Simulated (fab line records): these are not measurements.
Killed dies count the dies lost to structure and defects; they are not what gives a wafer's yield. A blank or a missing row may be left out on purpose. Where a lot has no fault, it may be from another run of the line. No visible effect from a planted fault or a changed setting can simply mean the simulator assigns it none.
fab line records / flow sky130
record lots=6 wafers=14 lastDay=50
route steps=708 shown CONTACT@413 PAD_OPEN@708
lots that met no fault: from a run of the same line without faults
startH: start of the lot's first displayed wafer, in hours after the record's first day / waitH: time in hours since the lot's previous step / " same as the row above / L1.1+2: a single row standing in for several wafers / - value missing, or start not given / * or withheld: withheld / < > ~ a bound
route shown NAME@n: names a module that has steps shown in the file, with the first one's number in the route / usual: average and standard deviation across the fault-free wafers / same: alike in all rows / chamber/n: place in a boat / sites: the reading at each site / _std_site: the values' standard deviation / _edge_site: mean of outer sites minus mean of inner sites / radiusMm: how far each site lies from the wafer's centre / mask NAME#n: copy n / behind: the most recent tool/chamber to have shaped the wafer / hold: why the lot was held/for how many hours/how that ended / device: which transistor (n, p or np) failed to switch / end of line: tests run on the same wafers once the route is complete / a step given without rows: its recipe and nothing more / killed: not the wafer's yield, but the dies lost to structure and defects at the first sort / map: a wafer's dies, x killed, . not, _ none there
set.NAME: the setting that was run; set.NAME@STEP: the one run at that earlier step / model.NAME: the simulator's own value behind a step, which no gauge read
certain route steps with their lots: each step a table, each wafer a row
services: when a tool's chamber went out of use (startH, in hours from the record's first day, below 0 if earlier), for how many hours, and the reason
## steps
# step SKY_CONTACT_HMDS_07
# recipe primeTimeS=60 primeTempC=120
# step SKY_CONTACT_COAT_08
# recipe resist=BARC tempC=withheld timeS=withheld spinRpm=3000 resistThkNm=60
# step SKY_CONTACT_COAT_09
# recipe resist=KrF-thick spinRpm=3000 resistThkNm=450
# step SKY_CONTACT_SOFTBAKE_10
# recipe tempC=100 timeS=90 resist=KrF-thick
# step SKY_CONTACT_EXPOSE_11
# recipe maskId=CTM1 na=0.8 sourceShape=annular sigmaInner=0.55 sigmaOuter=0.85 targetCdNm=170 doseMj=38
# step SKY_CONTACT_PEB_12
# recipe pebTempC=withheld pebTimeS=withheld resist=KrF-thick
# step SKY_CONTACT_DEVELOP_13
# recipe developTimeS=60 resist=KrF-thick devTempC=21
# step SKY_CONTACT_CD_MEAS_14
# recipe targetCdNm=170
# usual cdNm=170.1/1.6
lot.wafer=L882.1 tool=cdSem-02 chamber=- startH=757.63 waitH=- cdNm=169.5
lot.wafer=L882.4 tool=cdSem-02 chamber=- startH=757.63 waitH=- cdNm=170.6
lot.wafer=L882.5 tool=cdSem-02 chamber=- startH=757.63 waitH=- cdNm=168.9
lot.wafer=L891.2 tool=cdSem-02 chamber=- startH=829.80 waitH=- cdNm=170.3
lot.wafer=L891.4 tool=cdSem-02 chamber=- startH=829.80 waitH=- cdNm=169.2
lot.wafer=L891.5 tool=cdSem-02 chamber=- startH=829.80 waitH=- cdNm=169.1
lot.wafer=L892.3 tool=cdSem-02 chamber=- startH=858.76 waitH=- cdNm=168.8
lot.wafer=L896.1 tool=cdSem-01 chamber=- startH=862.18 waitH=- cdNm=169.9
lot.wafer=L896.3 tool=cdSem-01 chamber=- startH=862.18 waitH=- cdNm=170.1
lot.wafer=L896.4 tool=cdSem-01 chamber=- startH=862.18 waitH=- cdNm=170.3
lot.wafer=L897.5 tool=cdSem-02 chamber=- startH=866.20 waitH=- cdNm=171.7
lot.wafer=L902.1 tool=cdSem-02 chamber=- startH=903.98 waitH=- cdNm=170.9
lot.wafer=L902.3 tool=cdSem-02 chamber=- startH=903.98 waitH=- cdNm=171.2
lot.wafer=L902.6 tool=cdSem-02 chamber=- startH=903.98 waitH=- cdNm=171.3
# step SKY_CONTACT_OVL_MEAS_15
# usual CONTACT_OVL=0/5.6
lot.wafer=L882.1 tool=overlay-02 chamber=- startH=757.75 waitH=0.1 CONTACT_OVL[nm]=-1
lot.wafer=L882.4 tool=overlay-02 chamber=- startH=757.75 waitH=0.1 CONTACT_OVL[nm]=4
lot.wafer=L882.5 tool=overlay-02 chamber=- startH=757.75 waitH=0.1 CONTACT_OVL[nm]=8
lot.wafer=L891.2 tool=overlay-01 chamber=- startH=829.90 waitH=0.1 CONTACT_OVL[nm]=11
lot.wafer=L891.4 tool=overlay-01 chamber=- startH=829.90 waitH=0.1 CONTACT_OVL[nm]=6
lot.wafer=L891.5 tool=overlay-01 chamber=- startH=829.90 waitH=0.1 CONTACT_OVL[nm]=11
lot.wafer=L892.3 tool=overlay-01 chamber=- startH=858.85 waitH=0.1 CONTACT_OVL[nm]=-11
lot.wafer=L896.1 tool=overlay-02 chamber=- startH=862.30 waitH=0.1 CONTACT_OVL[nm]=3
lot.wafer=L896.3 tool=overlay-02 chamber=- startH=862.30 waitH=0.1 CONTACT_OVL[nm]=-2
lot.wafer=L896.4 tool=overlay-02 chamber=- startH=862.30 waitH=0.1 CONTACT_OVL[nm]=-4
lot.wafer=L897.5 tool=overlay-01 chamber=- startH=866.26 waitH=0.0 CONTACT_OVL[nm]=1
lot.wafer=L902.1 tool=overlay-02 chamber=- startH=904.10 waitH=0.1 CONTACT_OVL[nm]=2
lot.wafer=L902.3 tool=overlay-02 chamber=- startH=904.10 waitH=0.1 CONTACT_OVL[nm]=-3
lot.wafer=L902.6 tool=overlay-02 chamber=- startH=904.10 waitH=0.1 CONTACT_OVL[nm]=-10
# step SKY_CONTACT_ETCH_16
# recipe chemistry=N2/H2 target=BARC ionEnergyEv=200 sourceW=500 biasW=100 pressureMtorr=30 n2FlowSccm=100 h2FlowSccm=200 stopOn=SiO2 timeS=45.9 targetDepthA=600
# usual drypumpMotorCurrentA=5.6/0.45 oesProductAu=0.856/0.0045 rfFwdPowerW=495.1/2.1 throttleValvePct=13.225/0.0088
# same timeS=45.9
lot.wafer=L882.1 tool=rieDiel-02 chamber=2 startH=757.78 waitH=0.0 drypumpMotorCurrentA=6.0 oesProductAu=0.857 rfFwdPowerW=498.6 rfHoursCounterH=7 throttleValvePct=13.228
lot.wafer=L882.4 tool=rieDiel-02 chamber=0 startH=757.78 waitH=0.0 drypumpMotorCurrentA=5.6 oesProductAu=0.851 rfFwdPowerW=494.9 rfHoursCounterH=15 throttleValvePct=13.213
lot.wafer=L882.5 tool=rieDiel-02 chamber=0 startH=757.78 waitH=0.0 drypumpMotorCurrentA=5.6 oesProductAu=0.845 rfFwdPowerW=495.9 rfHoursCounterH=- throttleValvePct=13.229
lot.wafer=L891.2 tool=rieDiel-01 chamber=0 startH=829.93 waitH=0.0 drypumpMotorCurrentA=5.4 oesProductAu=0.857 rfFwdPowerW=494.3 rfHoursCounterH=6 throttleValvePct=13.224
lot.wafer=L891.4 tool=rieDiel-01 chamber=1 startH=829.93 waitH=0.0 drypumpMotorCurrentA=5.3 oesProductAu=0.853 rfFwdPowerW=496.1 rfHoursCounterH=11 throttleValvePct=13.215
lot.wafer=L891.5 tool=rieDiel-01 chamber=3 startH=829.93 waitH=0.0 drypumpMotorCurrentA=5.5 oesProductAu=0.854 rfFwdPowerW=492.2 rfHoursCounterH=- throttleValvePct=13.218
lot.wafer=L892.3 tool=rieDiel-04 chamber=3 startH=858.88 waitH=0.0 drypumpMotorCurrentA=5.3 oesProductAu=0.851 rfFwdPowerW=491.5 rfHoursCounterH=3 throttleValvePct=13.201
lot.wafer=L896.1 tool=rieDiel-01 chamber=3 startH=862.33 waitH=0.0 drypumpMotorCurrentA=5.6 oesProductAu=0.864 rfFwdPowerW=494.0 rfHoursCounterH=7 throttleValvePct=13.232
lot.wafer=L896.3 tool=rieDiel-01 chamber=1 startH=862.33 waitH=0.0 drypumpMotorCurrentA=5.3 oesProductAu=0.856 rfFwdPowerW=497.5 rfHoursCounterH=12 throttleValvePct=13.230
lot.wafer=L896.4 tool=rieDiel-01 chamber=0 startH=862.33 waitH=0.0 drypumpMotorCurrentA=5.5 oesProductAu=0.857 rfFwdPowerW=493.9 rfHoursCounterH=7 throttleValvePct=13.234
lot.wafer=L897.5 tool=rieDiel-02 chamber=2 startH=866.30 waitH=0.0 drypumpMotorCurrentA=6.0 oesProductAu=0.857 rfFwdPowerW=496.9 rfHoursCounterH=- throttleValvePct=13.239
lot.wafer=L902.1 tool=rieDiel-04 chamber=2 startH=904.13 waitH=0.0 drypumpMotorCurrentA=5.2 oesProductAu=0.848 rfFwdPowerW=498.0 rfHoursCounterH=18 throttleValvePct=13.230
lot.wafer=L902.3 tool=rieDiel-04 chamber=1 startH=904.13 waitH=0.0 drypumpMotorCurrentA=5.8 oesProductAu=0.857 rfFwdPowerW=491.8 rfHoursCounterH=26 throttleValvePct=13.222
lot.wafer=L902.6 tool=rieDiel-04 chamber=1 startH=904.13 waitH=0.0 drypumpMotorCurrentA=5.8 oesProductAu=0.857 rfFwdPowerW=491.3 rfHoursCounterH=- throttleValvePct=13.228
# step SKY_CONTACT_ETCH_17
# recipe target=SiO2 chemistry=C4F8/O2/Ar stopOn=Si3N4 maskMaterial=KrF-thick sourceW=1500 biasW=1200 pressureMtorr=40 c4f8FlowSccm=withheld O2_flow_sccm=6 Ar_flow_sccm=300 timeS=withheld targetDepthA=3400
# usual oesProductAu=0.891/0.0046 rfFwdPowerW=1488/5.3
lot.wafer=L882.1 tool=rieDiel-02 chamber=2 startH=757.82 waitH=0.0 oesProductAu=0.890 rfFwdPowerW=1493
lot.wafer=L882.4 tool=rieDiel-02 chamber=0 startH=757.82 waitH=0.0 oesProductAu=0.895 rfFwdPowerW=1490
lot.wafer=L882.5 tool=rieDiel-02 chamber=0 startH=757.82 waitH=0.0 oesProductAu=0.893 rfFwdPowerW=1490
lot.wafer=L891.2 tool=rieDiel-01 chamber=0 startH=829.98 waitH=0.0 oesProductAu=0.885 rfFwdPowerW=1485
lot.wafer=L891.4 tool=rieDiel-01 chamber=1 startH=829.98 waitH=0.0 oesProductAu=0.902 rfFwdPowerW=1487
lot.wafer=L891.5 tool=rieDiel-01 chamber=3 startH=829.98 waitH=0.0 oesProductAu=0.883 rfFwdPowerW=1485
lot.wafer=L892.3 tool=rieDiel-04 chamber=3 startH=858.92 waitH=0.0 oesProductAu=0.898 rfFwdPowerW=1482
lot.wafer=L896.1 tool=rieDiel-01 chamber=3 startH=862.38 waitH=0.0 oesProductAu=0.892 rfFwdPowerW=1486
lot.wafer=L896.3 tool=rieDiel-01 chamber=1 startH=862.38 waitH=0.0 oesProductAu=0.890 rfFwdPowerW=1486
lot.wafer=L896.4 tool=rieDiel-01 chamber=0 startH=862.38 waitH=0.0 oesProductAu=0.879 rfFwdPowerW=1488
lot.wafer=L897.5 tool=rieDiel-02 chamber=2 startH=866.34 waitH=0.0 oesProductAu=0.894 rfFwdPowerW=1493
lot.wafer=L902.1 tool=rieDiel-04 chamber=2 startH=904.18 waitH=0.0 oesProductAu=0.887 rfFwdPowerW=1496
lot.wafer=L902.3 tool=rieDiel-04 chamber=1 startH=904.18 waitH=0.0 oesProductAu=0.889 rfFwdPowerW=1487
lot.wafer=L902.6 tool=rieDiel-04 chamber=1 startH=904.18 waitH=0.0 oesProductAu=0.894 rfFwdPowerW=1475
# step SKY_CONTACT_ETCH_18
# recipe target=Si3N4 chemistry=CHF3/O2 stopOn=TiN sourceW=600 biasW=200 pressureMtorr=40 chf3FlowSccm=50 O2_flow_sccm=5 timeS=39 targetDepthA=750
# usual O2_flow_sccm=5.000/0.016 chf3FlowSccm=50.00/0.15 drypumpMotorCurrentA=5.6/0.45 oesProductAu=0.856/0.0076 rfFwdPowerW=593.5/2.7 throttleValvePct=8.794/0.0093
# same timeS=39
lot.wafer=L882.1 tool=rieDiel-02 chamber=2 startH=- waitH=- O2_flow_sccm=4.996 chf3FlowSccm=49.91 drypumpMotorCurrentA=6.0 oesProductAu=0.857 rfFwdPowerW=597.4 rfHoursCounterH=7 throttleValvePct=8.805
lot.wafer=L882.4 tool=rieDiel-02 chamber=0 startH=- waitH=- O2_flow_sccm=5.008 chf3FlowSccm=50.17 drypumpMotorCurrentA=5.6 oesProductAu=0.862 rfFwdPowerW=592.3 rfHoursCounterH=15 throttleValvePct=8.787
lot.wafer=L882.5 tool=rieDiel-02 chamber=0 startH=- waitH=- O2_flow_sccm=4.997 chf3FlowSccm=50.35 drypumpMotorCurrentA=5.6 oesProductAu=0.858 rfFwdPowerW=591.7 rfHoursCounterH=- throttleValvePct=8.812
lot.wafer=L891.2 tool=rieDiel-01 chamber=0 startH=- waitH=- O2_flow_sccm=4.993 chf3FlowSccm=49.65 drypumpMotorCurrentA=5.4 oesProductAu=0.850 rfFwdPowerW=592.6 rfHoursCounterH=6 throttleValvePct=8.789
lot.wafer=L891.4 tool=rieDiel-01 chamber=1 startH=- waitH=- O2_flow_sccm=5.020 chf3FlowSccm=49.92 drypumpMotorCurrentA=5.3 oesProductAu=0.841 rfFwdPowerW=591.7 rfHoursCounterH=11 throttleValvePct=8.794
lot.wafer=L891.5 tool=rieDiel-01 chamber=3 startH=- waitH=- O2_flow_sccm=5.006 chf3FlowSccm=50.04 drypumpMotorCurrentA=5.5 oesProductAu=0.871 rfFwdPowerW=590.9 rfHoursCounterH=- throttleValvePct=8.796
lot.wafer=L892.3 tool=rieDiel-04 chamber=3 startH=- waitH=- O2_flow_sccm=4.996 chf3FlowSccm=49.94 drypumpMotorCurrentA=5.3 oesProductAu=0.862 rfFwdPowerW=587.4 rfHoursCounterH=3 throttleValvePct=8.795
lot.wafer=L896.1 tool=rieDiel-01 chamber=3 startH=- waitH=- O2_flow_sccm=5.029 chf3FlowSccm=49.93 drypumpMotorCurrentA=5.5 oesProductAu=0.849 rfFwdPowerW=591.9 rfHoursCounterH=7 throttleValvePct=8.787
lot.wafer=L896.3 tool=rieDiel-01 chamber=1 startH=- waitH=- O2_flow_sccm=4.985 chf3FlowSccm=50.26 drypumpMotorCurrentA=5.2 oesProductAu=0.850 rfFwdPowerW=594.3 rfHoursCounterH=12 throttleValvePct=8.789
lot.wafer=L896.4 tool=rieDiel-01 chamber=0 startH=- waitH=- O2_flow_sccm=4.995 chf3FlowSccm=50.18 drypumpMotorCurrentA=5.5 oesProductAu=0.864 rfFwdPowerW=593.4 rfHoursCounterH=7 throttleValvePct=8.805
lot.wafer=L897.5 tool=rieDiel-02 chamber=2 startH=- waitH=- O2_flow_sccm=5.002 chf3FlowSccm=50.00 drypumpMotorCurrentA=6.0 oesProductAu=0.868 rfFwdPowerW=598.2 rfHoursCounterH=- throttleValvePct=8.810
lot.wafer=L902.1 tool=rieDiel-04 chamber=2 startH=- waitH=- O2_flow_sccm=4.972 chf3FlowSccm=50.07 drypumpMotorCurrentA=5.2 oesProductAu=0.848 rfFwdPowerW=594.6 rfHoursCounterH=18 throttleValvePct=8.792
lot.wafer=L902.3 tool=rieDiel-04 chamber=1 startH=- waitH=- O2_flow_sccm=4.999 chf3FlowSccm=49.89 drypumpMotorCurrentA=5.8 oesProductAu=0.849 rfFwdPowerW=586.6 rfHoursCounterH=26 throttleValvePct=8.791
lot.wafer=L902.6 tool=rieDiel-04 chamber=1 startH=- waitH=- O2_flow_sccm=5.014 chf3FlowSccm=50.07 drypumpMotorCurrentA=5.8 oesProductAu=0.855 rfFwdPowerW=587.7 rfHoursCounterH=- throttleValvePct=8.789
# step SKY_CONTACT_STRIP_19
# recipe chemistry=O2/N2 powerW=1400 pressureMtorr=1500 platenTempC=withheld o2FlowSccm=3000 n2FlowSccm=300 overashFraction=0.5
# usual drypumpMotorCurrentA=5.7/0.36 oesProductAu=0.381/0.0044 stripTimeToEndpointS=3.611/0.023
lot.wafer=L882.1 tool=plasmaAsher-04 chamber=0 startH=757.91 waitH=- drypumpMotorCurrentA=5.8 oesProductAu=0.381 rfHoursCounterH=34 stripTimeToEndpointS=3.609
lot.wafer=L882.4 tool=plasmaAsher-04 chamber=0 startH=757.91 waitH=- drypumpMotorCurrentA=5.8 oesProductAu=0.382 rfHoursCounterH=- stripTimeToEndpointS=3.581
lot.wafer=L882.5 tool=plasmaAsher-04 chamber=0 startH=757.91 waitH=- drypumpMotorCurrentA=5.8 oesProductAu=0.375 rfHoursCounterH=- stripTimeToEndpointS=3.598
lot.wafer=L891.2 tool=plasmaAsher-01 chamber=0 startH=830.07 waitH=- drypumpMotorCurrentA=5.8 oesProductAu=0.384 rfHoursCounterH=9 stripTimeToEndpointS=3.618
lot.wafer=L891.4 tool=plasmaAsher-01 chamber=0 startH=830.07 waitH=- drypumpMotorCurrentA=5.9 oesProductAu=0.384 rfHoursCounterH=- stripTimeToEndpointS=3.619
lot.wafer=L891.5 tool=plasmaAsher-01 chamber=1 startH=830.07 waitH=- drypumpMotorCurrentA=5.9 oesProductAu=0.382 rfHoursCounterH=- stripTimeToEndpointS=3.606
lot.wafer=L892.3 tool=plasmaAsher-01 chamber=1 startH=859.04 waitH=- drypumpMotorCurrentA=5.9 oesProductAu=0.384 rfHoursCounterH=- stripTimeToEndpointS=3.708
lot.wafer=L896.1 tool=plasmaAsher-03 chamber=0 startH=862.47 waitH=- drypumpMotorCurrentA=4.9 oesProductAu=0.386 rfHoursCounterH=102 stripTimeToEndpointS=3.604
lot.wafer=L896.3 tool=plasmaAsher-03 chamber=1 startH=862.47 waitH=- drypumpMotorCurrentA=5.8 oesProductAu=0.382 rfHoursCounterH=- stripTimeToEndpointS=3.643
lot.wafer=L896.4 tool=plasmaAsher-03 chamber=0 startH=862.47 waitH=- drypumpMotorCurrentA=4.9 oesProductAu=0.381 rfHoursCounterH=- stripTimeToEndpointS=3.636
lot.wafer=L897.5 tool=plasmaAsher-01 chamber=1 startH=866.47 waitH=- drypumpMotorCurrentA=5.9 oesProductAu=0.381 rfHoursCounterH=- stripTimeToEndpointS=3.706
lot.wafer=L902.1 tool=plasmaAsher-03 chamber=0 startH=904.27 waitH=- drypumpMotorCurrentA=4.9 oesProductAu=0.386 rfHoursCounterH=106 stripTimeToEndpointS=3.608
lot.wafer=L902.3 tool=plasmaAsher-03 chamber=1 startH=904.27 waitH=- drypumpMotorCurrentA=5.8 oesProductAu=0.374 rfHoursCounterH=- stripTimeToEndpointS=3.618
lot.wafer=L902.6 tool=plasmaAsher-03 chamber=1 startH=904.27 waitH=- drypumpMotorCurrentA=5.8 oesProductAu=0.382 rfHoursCounterH=- stripTimeToEndpointS=3.603
# step SKY_CONTACT_STRIP_20
# recipe chemistry=postEtchResidueRemover timeS=1200 tempC=72.5
# step SKY_PAD_OPEN_PROBE_99
# usual killed_at_M0_to_M3=44/7.7 killed_at_M4_up=3.2/1.7 killedAtContacts=24/5.3 killedAtFrontEnd=15/4.3 killedAtOther=0.3/0.57 killedDies=87/11 killedOpen=47/7.4 killedShort=40/6.5
# same grossDies=492 killedAtBackSide=0
lot.wafer=L882.1 tool=prober-01 chamber=- startH=1091.20 waitH=0.1 killed_at_M0_to_M3=50 killed_at_M4_up=1 killedAtContacts=38 killedAtFrontEnd=22 killedAtOther=0 killedDies=111 killedOpen=57 killedShort=54
lot.wafer=L882.4 tool=prober-01 chamber=- startH=1091.35 waitH=0.2 killed_at_M0_to_M3=42 killed_at_M4_up=2 killedAtContacts=30 killedAtFrontEnd=13 killedAtOther=0 killedDies=87 killedOpen=42 killedShort=45
lot.wafer=L882.5 tool=prober-01 chamber=- startH=1091.40 waitH=0.2 killed_at_M0_to_M3=52 killed_at_M4_up=6 killedAtContacts=22 killedAtFrontEnd=16 killedAtOther=0 killedDies=96 killedOpen=56 killedShort=40
lot.wafer=L891.2 tool=prober-02 chamber=- startH=1145.85 waitH=0.1 killed_at_M0_to_M3=35 killed_at_M4_up=2 killedAtContacts=25 killedAtFrontEnd=15 killedAtOther=0 killedDies=77 killedOpen=45 killedShort=32
lot.wafer=L891.4 tool=prober-02 chamber=- startH=1145.95 waitH=0.2 killed_at_M0_to_M3=46 killed_at_M4_up=3 killedAtContacts=20 killedAtFrontEnd=16 killedAtOther=0 killedDies=85 killedOpen=40 killedShort=45
lot.wafer=L891.5 tool=prober-02 chamber=- startH=1146.00 waitH=0.2 killed_at_M0_to_M3=47 killed_at_M4_up=4 killedAtContacts=23 killedAtFrontEnd=17 killedAtOther=0 killedDies=91 killedOpen=39 killedShort=52
lot.wafer=L896.1 tool=prober-01 chamber=- startH=1169.55 waitH=0.1 killed_at_M0_to_M3=50 killed_at_M4_up=4 killedAtContacts=33 killedAtFrontEnd=14 killedAtOther=0 killedDies=101 killedOpen=57 killedShort=44
lot.wafer=L896.3 tool=prober-01 chamber=- startH=1169.65 waitH=0.2 killed_at_M0_to_M3=53 killed_at_M4_up=5 killedAtContacts=18 killedAtFrontEnd=12 killedAtOther=1 killedDies=89 killedOpen=46 killedShort=42
lot.wafer=L896.4 tool=prober-01 chamber=- startH=1169.70 waitH=0.2 killed_at_M0_to_M3=45 killed_at_M4_up=2 killedAtContacts=22 killedAtFrontEnd=15 killedAtOther=0 killedDies=84 killedOpen=49 killedShort=35
lot.wafer=L902.1 tool=prober-01 chamber=- startH=1194.14 waitH=0.1 killed_at_M0_to_M3=33 killed_at_M4_up=4 killedAtContacts=24 killedAtFrontEnd=17 killedAtOther=2 killedDies=80 killedOpen=43 killedShort=36
lot.wafer=L902.3 tool=prober-01 chamber=- startH=1194.24 waitH=0.2 killed_at_M0_to_M3=35 killed_at_M4_up=4 killedAtContacts=20 killedAtFrontEnd=12 killedAtOther=0 killedDies=71 killedOpen=38 killedShort=33
lot.wafer=L902.6 tool=prober-01 chamber=- startH=1194.39 waitH=0.2 killed_at_M0_to_M3=44 killed_at_M4_up=1 killedAtContacts=27 killedAtFrontEnd=12 killedAtOther=1 killedDies=85 killedOpen=40 killedShort=44
# killed by level:class
L882.1 CONTACT:geometricParticle:open=14 CONTACT:geometricParticle:short=10 LI_CONTACT:geometricParticle:open=9 METAL1:geometricParticle:short=7 VIA1:geometricParticle:short=7 FIELD_ISO:geometricParticle:open=6 VIA3:geometricParticle:open=6 POLY_GATE:geometricParticle:open=5
L882.4 CONTACT:geometricParticle:open=9 VIA1:geometricParticle:open=9 METAL2:geometricParticle:short=8 LI_CONTACT:geometricParticle:open=7 CONTACT:geometricParticle:short=7 VIA1:geometricParticle:short=6 FIELD_ISO:geometricParticle:open=5 LI_CONTACT:geometricParticle:short=5
L882.5 VIA1:geometricParticle:open=13 FIELD_ISO:geometricParticle:open=9 VIA3:geometricParticle:open=8 CONTACT:geometricParticle:open=8 CONTACT:geometricParticle:short=6 VIA1:geometricParticle:short=6 VIA2:geometricParticle:open=5 METAL2:geometricParticle:short=5
L891.2 VIA1:geometricParticle:open=10 CONTACT:geometricParticle:open=9 VIA3:geometricParticle:open=6 FIELD_ISO:geometricParticle:open=5 LI_CONTACT:geometricParticle:open=5 LOCAL_INTERCONNECT:geometricParticle:short=5 CONTACT:geometricParticle:short=5 VIA2:geometricParticle:open=5
L891.4 VIA1:geometricParticle:short=8 VIA2:geometricParticle:open=8 CONTACT:geometricParticle:open=6 VIA3:geometricParticle:open=6 VIA2:geometricParticle:short=5 LOCAL_INTERCONNECT:geometricParticle:short=5 METAL1:geometricParticle:short=5 VIA1:geometricParticle:open=5
L891.5 VIA1:geometricParticle:open=12 METAL2:geometricParticle:short=9 CONTACT:geometricParticle:open=8 METAL1:geometricParticle:short=6 VIA3:geometricParticle:short=6 FIELD_ISO:geometricParticle:short=4 LI_CONTACT:geometricParticle:short=4 LOCAL_INTERCONNECT:geometricParticle:short=4
L896.1 VIA1:geometricParticle:open=15 LI_CONTACT:geometricParticle:open=12 CONTACT:geometricParticle:open=10 METAL1:geometricParticle:short=9 VIA2:geometricParticle:open=6 FIELD_ISO:geometricParticle:short=4 POLY_GATE:geometricParticle:open=4 VIA1:geometricParticle:short=4
L896.3 VIA1:geometricParticle:open=15 CONTACT:geometricParticle:short=8 VIA2:geometricParticle:open=7 VIA3:geometricParticle:open=6 METAL1:geometricParticle:short=6 LI_CONTACT:geometricParticle:open=5 METAL2:geometricParticle:short=5 FIELD_ISO:geometricParticle:short=4
L896.4 LI_CONTACT:geometricParticle:open=12 VIA1:geometricParticle:open=11 VIA2:geometricParticle:open=6 CONTACT:geometricParticle:open=5 METAL2:geometricParticle:short=5 FIELD_ISO:geometricParticle:short=4 FIELD_ISO:geometricParticle:open=4 VIA3:geometricParticle:short=4
L902.1 CONTACT:geometricParticle:open=8 LOCAL_INTERCONNECT:geometricParticle:short=7 VIA3:geometricParticle:open=6 VIA1:geometricParticle:open=5 VIA1:geometricParticle:short=5 VIA2:geometricParticle:open=5 FIELD_ISO:geometricParticle:open=4 LI_CONTACT:geometricParticle:open=4
L902.3 VIA3:geometricParticle:open=9 CONTACT:geometricParticle:open=7 CONTACT:geometricParticle:short=5 METAL2:geometricParticle:short=5 VIA1:geometricParticle:open=5 LI_CONTACT:geometricParticle:open=4 VIA3:geometricParticle:short=4 FIELD_ISO:geometricParticle:short=3
L902.6 VIA1:geometricParticle:short=9 LI_CONTACT:geometricParticle:open=8 VIA1:geometricParticle:open=8 CONTACT:geometricParticle:short=7 VIA3:geometricParticle:open=6 POLY_GATE:geometricParticle:short=5 CONTACT:geometricParticle:open=5 POLY_GATE:geometricParticle:open=4
## services
tool=rieDiel-04 chamber=3 startH=740.84 hours=- kind=clean
tool=rieDiel-04 chamber=3 startH=740.84 hours=23.5 kind=scheduledDown
tool=rieDiel-04 chamber=3 startH=740.84 hours=23.5 kind=ventCycle
tool=plasmaAsher-01 chamber=0 startH=742.75 hours=- kind=clean
tool=plasmaAsher-01 chamber=1 startH=742.75 hours=- kind=clean
tool=rieDiel-04 chamber=2 startH=744.60 hours=1.9 kind=repair
tool=rieDiel-04 chamber=- startH=748.89 hours=14.6 kind=pm
tool=rieDiel-04 chamber=0 startH=773.69 hours=5.7 kind=repair
tool=rieDiel-04 chamber=0 startH=798.25 hours=3.8 kind=repair
tool=rieDiel-01 chamber=0 startH=806.33 hours=8.2 kind=repair
tool=plasmaAsher-03 chamber=- startH=810.41 hours=15.6 kind=pm
tool=rieDiel-04 chamber=1 startH=834.52 hours=3.9 kind=repair
tool=plasmaAsher-04 chamber=- startH=862.59 hours=1.2 kind=repair
tool=rieDiel-02 chamber=3 startH=869.99 hours=31.2 kind=repair
tool=rieDiel-01 chamber=1 startH=892.40 hours=3.3 kind=repair
tool=plasmaAsher-04 chamber=- startH=896.03 hours=11.7 kind=repair
tool=rieDiel-04 chamber=- startH=901.67 hours=0.4 kind=repair
## key
firstSign step=SKY_CONTACT_STRIP_19 reading=stripTimeToEndpointS direction=up sigmas=4.2 usual=* struck=*
effect none on later readings
metAt SKY_CONTACT_STRIP_19
struckWafers L892.3,L897.5
testerLeftOut L892,L897
onsetBetween 830.07 859.04
fault kind=processParameterDrift tool=plasmaAsher-01 chamber=- onsetH=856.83 steps=SKY_CONTACT_STRIP_19 channel=powerW offset=* shape=step endH=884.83 actsIn=* stated=*
# testerLeftOut: of these lots the tester's yield and bins aren't shown, on N5 and GAA mostly nor the transistor test; their killed dies are dies lost to structure and defects alone, not to doping, threshold or leakage, so they don't give the yield
